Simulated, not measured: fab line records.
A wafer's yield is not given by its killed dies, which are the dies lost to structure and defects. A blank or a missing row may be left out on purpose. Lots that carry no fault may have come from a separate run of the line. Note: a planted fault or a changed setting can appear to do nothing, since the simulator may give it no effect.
fab line records    flow sky130
record: lots: 12  wafers: 36  last_day: 50
route steps=708 shown GATE_OXIDE@189 LDD_LDN@299 POLY_CUT@319 PAD_OPEN@708
lots untouched by any fault: they come from a run of this same line in which no faults occurred
start_h: the number of hours between the record's first day and the start of the first shown wafer of the lot    wait_h: hours from the lot's prior step to this one    " identical to the entry in the row above    L1.1+2: several wafers, shown together as one row    - no value present, or no start provided    * or withheld: withheld    < > ~ a bound
route shown NAME@n: names a module that has steps shown in the file, with the first one's number in the route    usual: mean/standard deviation of fault-free wafers    same: alike in all rows    chamber/n: place in a boat    sites: readings site by site    _std_site: standard deviation across them    _edge_site: mean of outer sites minus mean of inner sites    radius_mm: for every site, how far away it sits from the centre of the wafer    mask NAME#n: copy n    behind: the most recent tool/chamber to have shaped the wafer    hold: cause of the lot's hold/its duration in hours/its outcome    device: which transistor (n, p or np) failed to switch    end of line: at the end of the route, the tests of the same wafers    a step given without rows: its recipe and nothing more    killed: dies lost to structure and defects at the first sort, not the wafer's yield    map: per-die view of a wafer (x killed, . not killed, _ where there is no die)
set.NAME: the setting as run; set.NAME@STEP: as run at that earlier step    model.NAME: the simulator's own value behind a step, which no gauge read
one table for each step of the route and one row for each wafer, over a sample of lots
services: a tool's chamber out of use, with start hour (start_h, from the record's first day; less than 0 if before it), hours out, and reason
== steps ==
step: SKY_GATE_OXIDE_THK_MEAS_02
recipe: reads: SiO2_of_GATE_OXIDE_OXIDATION_01
usual: GATE_OXIDE_OXIDATION_00_THK: 10.21/0.19
lot.wafer  tool           chamber  start_h  wait_h  GATE_OXIDE_OXIDATION_00_THK[nm]
L832.1     film_metro-04  -        284.34   0.0     10.42
L832.2     "              -        "        "       10.34
L832.5     "              -        "        "       10.34
L834.2     film_metro-02  -        300.67   0.0     10.22
L834.4     "              -        "        "       10.19
L834.5     "              -        "        "       10.30
L835.2     film_metro-04  -        314.44   0.0     10.47
L835.3     "              -        "        "       10.61
L835.5     "              -        "        "       10.57
L837.2     film_metro-02  -        321.53   0.0     10.41
L837.4     "              -        "        "       10.41
L837.5     "              -        "        "       10.32
L836.2     film_metro-01  -        327.58   0.0     10.38
L836.3     "              -        "        "       10.59
L836.5     "              -        "        "       10.36
L840.2     film_metro-04  -        352.59   0.0     10.00
L840.3     "              -        "        "       9.73
L840.5     "              -        "        "       9.94
L841.1     film_metro-04  -        365.97   0.0     9.85
L841.5     "              -        "        "       9.89
L841.6     "              -        "        "       9.64
L848.1     film_metro-01  -        418.61   0.0     9.97
L848.4     "              -        "        "       9.94
L848.5     "              -        "        "       9.88
L849.2     film_metro-02  -        422.48   0.0     10.39
L849.4     "              -        "        "       10.41
L849.6     "              -        "        "       10.47
L850.1     film_metro-02  -        434.22   0.0     10.24
L850.2     "              -        "        "       10.37
L850.4     "              -        "        "       10.17
L854.1     film_metro-02  -        463.09   0.0     10.07
L854.5     "              -        "        "       10.06
L854.6     "              -        "        "       10.10
L855.2     film_metro-01  -        466.02   0.0     10.35
L855.3     "              -        "        "       10.31
L855.4     "              -        "        "       10.23
step: SKY_GATE_OXIDE_STRIP_13
recipe: chemistry: O2/N2  power_w: 1400  pressure_mtorr: 1500  platen_temp_c: withheld  o2_flow_sccm: 3000  n2_flow_sccm: 300  overash_fraction: 0.5
usual: drypump_motor_current_A: 5.8/0.43  oes_product_au: 0.716/0.0049  strip_time_to_endpoint_s: 14.19/0.038
lot.wafer  tool             chamber  start_h  wait_h  drypump_motor_current_A  oes_product_au  rf_hours_counter_h  strip_time_to_endpoint_s
L832.1     plasma_asher-04  1        310.22   0.0     5.7                      0.720           12                  14.18
L832.2     "                0        "        "       6.0                      0.715           12                  14.20
L832.5     "                0        "        "       6.0                      0.719           -                   14.18
L834.2     plasma_asher-01  1        326.92   0.0     5.4                      0.724           61                  14.18
L834.4     "                0        "        "       6.4                      0.716           -                   14.16
L834.5     "                0        "        "       6.4                      0.719           -                   14.14
L835.2     plasma_asher-01  1        340.82   0.0     5.4                      0.708           63                  14.19
L835.3     "                1        "        "       5.4                      0.723           -                   14.16
L835.5     "                1        "        "       5.4                      0.713           -                   14.14
L837.2     plasma_asher-04  0        348.72   0.0     6.0                      0.720           16                  14.22
L837.4     "                0        "        "       6.0                      0.715           -                   14.24
L837.5     "                1        "        "       5.7                      0.716           -                   14.24
L836.2     plasma_asher-01  1        354.04   0.0     5.4                      0.709           64                  14.17
L836.3     "                1        "        "       5.4                      0.719           -                   14.21
L836.5     "                1        "        "       5.4                      0.721           -                   14.21
L840.2     plasma_asher-03  0        380.51   0.0     5.0                      0.717           60                  14.19
L840.3     "                0        "        "       5.0                      0.720           -                   14.19
L840.5     "                0        "        "       5.1                      0.709           -                   14.18
L841.1     plasma_asher-04  0        394.19   0.0     6.0                      0.719           20                  14.26
L841.5     "                1        "        "       5.7                      0.713           -                   14.27
L841.6     "                0        "        "       6.0                      0.720           -                   14.26
L848.1     plasma_asher-01  0        448.97   0.0     6.4                      0.706           73                  14.14
L848.4     "                0        "        "       6.4                      0.715           -                   14.13
L848.5     "                0        "        "       6.4                      0.709           -                   14.13
L849.2     plasma_asher-01  1        453.77   0.0     5.4                      0.721           74                  14.19
L849.4     "                1        "        "       5.4                      0.718           -                   14.18
L849.6     "                1        "        "       5.4                      0.719           -                   14.18
L850.1     plasma_asher-04  1        465.52   0.0     5.7                      0.704           27                  14.23
L850.2     "                0        "        "       6.0                      0.713           27                  14.25
L850.4     "                0        "        "       6.0                      0.714           -                   14.18
L854.1     plasma_asher-04  0        494.81   0.0     6.0                      0.715           30                  14.18
L854.5     "                0        "        "       6.0                      0.714           -                   14.20
L854.6     "                1        "        "       5.7                      0.715           -                   14.17
L855.2     plasma_asher-01  0        497.18   0.0     6.3                      0.718           78                  14.22
L855.3     "                0        "        "       6.4                      0.711           -                   14.21
L855.4     "                1        "        "       5.4                      0.717           -                   14.13
step: SKY_LDD_LDN_IMPLANT_10
recipe: species: As  energy_kev: 15  dose_cm2: 1.25e+13  tilt_deg: withheld  rotation_deg: 203
usual: beam_on_s: 9.98/0.2  dose_ions_cm2: 1.2502e+13/1.3e+10  faraday_current_uA: 70.6/1.4
lot.wafer  tool          chamber  start_h  wait_h  beam_on_s  dose_ions_cm2  faraday_current_uA
L832.1     implanter-03  0        528.68   0.1     10.09      1.2496e+13     69.9
L832.2     "             0        "        "       9.84       1.2505e+13     71.8
L832.5     "             0        "        "       10.00      1.2494e+13     70.4
L834.2     implanter-01  0        549.24   0.1     9.75       1.2508e+13     72.2
L834.4     "             0        "        "       10.27      1.2513e+13     68.4
L834.5     "             0        "        "       10.06      1.2485e+13     70.6
L835.2     implanter-03  0        566.68   0.1     9.98       1.2508e+13     70.3
L835.3     "             0        "        "       9.92       1.2499e+13     70.8
L835.5     "             0        "        "       9.94       1.2489e+13     70.7
L837.2     implanter-04  0        572.69   0.1     9.91       1.2505e+13     71.3
L837.4     "             0        "        "       9.87       1.25e+13       71.7
L837.5     "             0        "        "       10.03      1.253e+13      70.2
L836.2     implanter-01  0        577.59   0.1     9.58       1.2482e+13     73.0
L836.3     "             0        "        "       9.80       1.2461e+13     72.0
L836.5     "             0        "        "       9.97       1.2495e+13     70.5
L840.2     implanter-03  0        604.64   0.1     10.04      1.2524e+13     70.3
L840.3     "             0        "        "       9.99       1.2517e+13     70.7
L840.5     "             0        "        "       10.15      1.2524e+13     69.6
L841.1     implanter-01  0        620.57   0.1     10.22      1.2493e+13     68.6
L841.5     "             0        "        "       9.96       1.2476e+13     70.7
L841.6     "             0        "        "       10.28      1.2513e+13     68.4
L848.1     implanter-01  0        670.33   0.1     10.42      8.367e+12      45.3
L848.4     "             0        "        "       10.28      8.383e+12      46.1
L848.5     "             0        "        "       10.11      8.387e+12      46.6
L849.2     implanter-01  0        674.91   0.1     9.98       8.374e+12      47.3
L849.4     "             0        "        "       10.18      8.383e+12      46.5
L849.6     "             0        "        "       9.81       8.379e+12      48.0
L850.1     implanter-01  0        684.96   0.1     9.83       8.359e+12      48.1
L850.2     "             0        "        "       9.98       8.371e+12      47.5
L850.4     "             0        "        "       10.21      8.37e+12       46.2
L854.1     implanter-04  0        712.42   0.1     9.85       1.2485e+13     71.4
L854.5     "             0        "        "       10.10      1.2503e+13     69.9
L854.6     "             0        "        "       10.07      1.2493e+13     70.3
L855.2     implanter-04  0        713.79   0.1     9.86       1.2512e+13     71.6
L855.3     "             0        "        "       10.03      1.2486e+13     70.0
L855.4     "             0        "        "       10.24      1.2534e+13     69.0
step: SKY_POLY_CUT_STRIP_12
recipe: chemistry: O2/N2  power_w: 1400  pressure_mtorr: 1500  platen_temp_c: withheld  o2_flow_sccm: 3000  n2_flow_sccm: 300  overash_fraction: 0.5
usual: drypump_motor_current_A: 5.8/0.43  oes_product_au: 0.452/0.0043  strip_time_to_endpoint_s: 5.358/0.018
lot.wafer  tool             chamber  start_h  wait_h  drypump_motor_current_A  oes_product_au  rf_hours_counter_h  strip_time_to_endpoint_s
L832.1     plasma_asher-03  1        563.19   0.0     6.1                      0.458           78                  5.368
L832.2     "                0        "        "       5.1                      0.458           78                  5.343
L832.5     "                0        "        "       5.1                      0.452           -                   5.361
L834.2     plasma_asher-04  0        584.72   0.0     6.0                      0.460           39                  5.397
L834.4     "                1        "        "       5.6                      0.446           -                   5.373
L834.5     "                0        "        "       6.0                      0.459           -                   5.375
L835.2     plasma_asher-01  1        599.72   0.0     5.4                      0.448           87                  5.343
L835.3     "                1        "        "       5.4                      0.446           -                   5.349
L835.5     "                1        "        "       5.4                      0.453           -                   5.345
L837.2     plasma_asher-03  0        604.87   0.0     5.0                      0.449           82                  5.373
L837.4     "                1        "        "       6.0                      0.451           -                   5.359
L837.5     "                1        "        "       6.0                      0.450           -                   5.350
L836.2     plasma_asher-01  0        609.94   0.0     6.4                      0.453           88                  5.333
L836.3     "                1        "        "       5.4                      0.441           -                   5.341
L836.5     "                1        "        "       5.4                      0.449           -                   5.314
L840.2     plasma_asher-01  1        636.17   0.0     5.4                      0.446           91                  5.352
L840.3     "                1        "        "       5.4                      0.454           -                   5.365
L840.5     "                1        "        "       5.4                      0.451           -                   5.359
L841.1     plasma_asher-04  1        653.34   0.0     5.7                      0.462           46                  5.359
L841.5     "                0        "        "       6.0                      0.458           -                   5.374
L841.6     "                1        "        "       5.7                      0.452           -                   5.363
L848.1     plasma_asher-04  1        701.99   0.0     5.7                      0.455           51                  5.319
L848.4     "                1        "        "       5.7                      0.453           -                   5.322
L848.5     "                0        "        "       6.0                      0.452           -                   5.347
L849.2     plasma_asher-04  0        707.69   0.0     6.0                      0.458           52                  5.379
L849.4     "                1        "        "       5.7                      0.451           -                   5.369
L849.6     "                0        "        "       6.0                      0.454           -                   5.365
L850.1     plasma_asher-04  0        715.29   0.0     6.0                      0.447           53                  5.340
L850.2     "                1        "        "       5.7                      0.455           53                  5.351
L850.4     "                0        "        "       6.0                      0.458           -                   5.364
L854.1     plasma_asher-01  0        743.12   0.0     6.4                      0.457           0                   5.350
L854.5     "                1        "        "       5.4                      0.452           -                   5.337
L854.6     "                0        "        "       6.4                      0.447           -                   5.351
L855.2     plasma_asher-03  0        745.02   0.0     5.1                      0.452           96                  5.380
L855.3     "                1        "        "       6.0                      0.453           -                   5.372
L855.4     "                0        "        "       5.1                      0.449           -                   5.369
step: SKY_PAD_OPEN_PROBE_99
usual: killed_at_M0_to_M3: 43/7.5  killed_at_M4_up: 3.2/1.9  killed_at_contacts: 24/4.9  killed_at_front_end: 15/4.3  killed_at_other: 0.4/0.72  killed_dies: 86/9.1  killed_open: 47/6.5  killed_short: 39/6.5
same: gross_dies: 492  killed_at_back_side: 0
lot.wafer  tool       chamber  start_h  wait_h  killed_at_M0_to_M3  killed_at_M4_up  killed_at_contacts  killed_at_front_end  killed_at_other  killed_dies  killed_open  killed_short
L837.2     prober-02  -        1113.90  0.1     43                  3                18                  10                   0                74           44           30
L837.4     prober-02  -        1114.00  0.2     44                  5                33                  19                   3                104          62           41
L837.5     prober-02  -        1114.05  0.2     50                  2                30                  10                   0                92           47           45
L836.2     prober-01  -        1119.30  0.1     39                  0                25                  19                   0                83           41           39
L836.3     prober-01  -        1119.35  0.2     31                  7                25                  14                   1                78           45           31
L836.5     prober-01  -        1119.45  0.2     37                  2                26                  10                   1                76           42           32
L840.2     prober-02  -        1136.43  0.1     28                  2                24                  18                   0                72           32           40
L840.3     prober-02  -        1136.48  0.2     36                  3                36                  10                   0                85           45           40
L840.5     prober-02  -        1136.58  0.2     37                  2                25                  12                   0                76           40           36
L841.1     prober-01  -        1148.78  0.1     39                  3                24                  18                   0                84           46           37
L841.5     prober-01  -        1148.98  0.2     49                  1                25                  15                   0                90           54           36
L841.6     prober-01  -        1149.03  0.2     55                  1                27                  14                   1                98           61           36
killed by level:class
L837.2 VIA1:geometric_particle:open=12 CONTACT:geometric_particle:open=7 VIA2:geometric_particle:open=7 LOCAL_INTERCONNECT:geometric_particle:short=5 METAL1:geometric_particle:short=5 POLY_GATE:geometric_particle:open=4 VIA1:geometric_particle:short=4 METAL2:geometric_particle:short=4
L837.4 CONTACT:geometric_particle:open=19 VIA3:geometric_particle:open=11 VIA1:geometric_particle:open=10 FIELD_ISO:geometric_particle:short=7 VIA2:geometric_particle:open=6 LI_CONTACT:geometric_particle:open=5 CONTACT:geometric_particle:short=5 METAL1:geometric_particle:short=5
L837.5 VIA1:geometric_particle:open=12 CONTACT:geometric_particle:open=10 VIA2:geometric_particle:open=8 LI_CONTACT:geometric_particle:open=7 CONTACT:geometric_particle:short=7 METAL2:geometric_particle:short=6 VIA2:geometric_particle:short=5 VIA3:geometric_particle:open=5
L836.2 CONTACT:geometric_particle:open=10 VIA1:geometric_particle:open=9 VIA2:geometric_particle:open=7 POLY_GATE:geometric_particle:short=5 LI_CONTACT:geometric_particle:open=5 METAL2:geometric_particle:short=5 FIELD_ISO:geometric_particle:short=4 POLY_GATE:geometric_particle:open=4
L836.3 VIA1:geometric_particle:open=8 CONTACT:geometric_particle:open=7 POLY_GATE:geometric_particle:open=6 LI_CONTACT:geometric_particle:open=6 VIA2:geometric_particle:open=5 LOCAL_INTERCONNECT:geometric_particle:short=5 METAL2:geometric_particle:short=4 CONTACT:geometric_particle:short=4
L836.5 VIA1:geometric_particle:open=9 LI_CONTACT:geometric_particle:open=8 CONTACT:geometric_particle:open=7 VIA2:geometric_particle:open=7 METAL3:geometric_particle:short=7 CONTACT:geometric_particle:short=6 FIELD_ISO:geometric_particle:open=3 FIELD_ISO:geometric_particle:short=3
L840.2 METAL2:geometric_particle:short=7 LI_CONTACT:geometric_particle:open=7 VIA1:geometric_particle:open=7 FIELD_ISO:geometric_particle:open=6 CONTACT:geometric_particle:open=6 FIELD_ISO:geometric_particle:short=5 CONTACT:geometric_particle:short=5 POLY_GATE:geometric_particle:short=4
L840.3 CONTACT:geometric_particle:open=15 VIA1:geometric_particle:open=8 VIA1:geometric_particle:short=7 LI_CONTACT:geometric_particle:open=6 LOCAL_INTERCONNECT:geometric_particle:short=6 LI_CONTACT:geometric_particle:short=4 CONTACT:geometric_particle:short=4 METAL1:geometric_particle:short=4
L840.5 CONTACT:geometric_particle:open=15 VIA1:geometric_particle:open=9 METAL1:geometric_particle:short=7 METAL2:geometric_particle:short=7 LI_CONTACT:geometric_particle:open=4 VIA2:geometric_particle:open=4 VIA1:geometric_particle:short=4 FIELD_ISO:geometric_particle:open=3
L841.1 LI_CONTACT:geometric_particle:open=9 CONTACT:geometric_particle:open=9 VIA3:geometric_particle:open=7 VIA1:geometric_particle:open=7 FIELD_ISO:geometric_particle:short=6 METAL2:geometric_particle:short=6 VIA2:geometric_particle:open=4 POLY_GATE:geometric_particle:short=3
L841.5 VIA3:geometric_particle:open=9 VIA1:geometric_particle:open=9 CONTACT:geometric_particle:open=9 VIA2:geometric_particle:open=7 LI_CONTACT:geometric_particle:open=6 METAL1:geometric_particle:short=6 CONTACT:geometric_particle:short=5 POLY_GATE:geometric_particle:open=4
L841.6 VIA1:geometric_particle:open=16 CONTACT:geometric_particle:open=12 VIA2:geometric_particle:open=10 VIA3:geometric_particle:open=7 LI_CONTACT:geometric_particle:open=6 CONTACT:geometric_particle:short=6 METAL1:geometric_particle:short=5 POLY_GATE:geometric_particle:short=4
== services ==
tool             chamber  start_h  hours  kind
implanter-03     -        290.16   4.0    repair
plasma_asher-04  -        321.02   0.4    repair
plasma_asher-04  -        352.44   2.8    pm
implanter-01     -        364.66   1.8    repair
implanter-01     -        370.06   3.6    repair
implanter-03     -        388.99   0.6    repair
implanter-03     -        417.94   2.4    repair
implanter-01     -        426.31   0.9    repair
implanter-04     -        434.67   4.3    pm
implanter-01     -        447.35   4.2    repair
plasma_asher-03  -        484.67   0.5    repair
implanter-01     -        521.59   2.1    repair
implanter-01     -        536.58   0.8    repair
implanter-03     -        560.25   6.0    repair
implanter-01     -        562.96   8.7    repair
plasma_asher-01  -        573.90   4.4    repair
plasma_asher-01  -        587.94   4.5    repair
implanter-03     -        589.42   9.1    repair
implanter-01     -        649.98   1.8    repair
implanter-03     -        677.84   0.7    repair
plasma_asher-01  -        710.02   0.7    repair
implanter-01     -        717.67   4.2    pm
plasma_asher-01  -        733.75   9.0    pm
implanter-01     -        740.00   5.8    repair
== key ==
first_sign: step: SKY_LDD_LDN_IMPLANT_10  reading: dose_ions_cm2  direction: down  sigmas: 99+  usual: *  struck: *
effect: step: SKY_LDD_LDN_IMPLANT_10  reading: faraday_current_uA  direction: down  sigmas: 17  usual: 70.6  struck: 46.8
met_at SKY_LDD_LDN_IMPLANT_10
struck_lots L848,L849,L850
tester_left_out L848,L849,L850
not_acting_at SKY_GATE_OXIDE_THK_MEAS_02,SKY_GATE_OXIDE_STRIP_13,SKY_POLY_CUT_STRIP_12
onset_between 620.57 670.33
fault: kind: process_parameter_drift  tool: implanter-01  chamber: -  onset_h: 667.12  steps: SKY_LDD_LDN_IMPLANT_10  channel: dose_cm2  offset: *  shape: step  end_h: 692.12  acts_in: *  stated: *
tester_left_out: of these lots the tester's yield and bins aren't shown, on N5 and GAA mostly nor the transistor test; their killed dies are dies lost to structure and defects alone, not to doping, threshold or leakage, so they don't give the yield
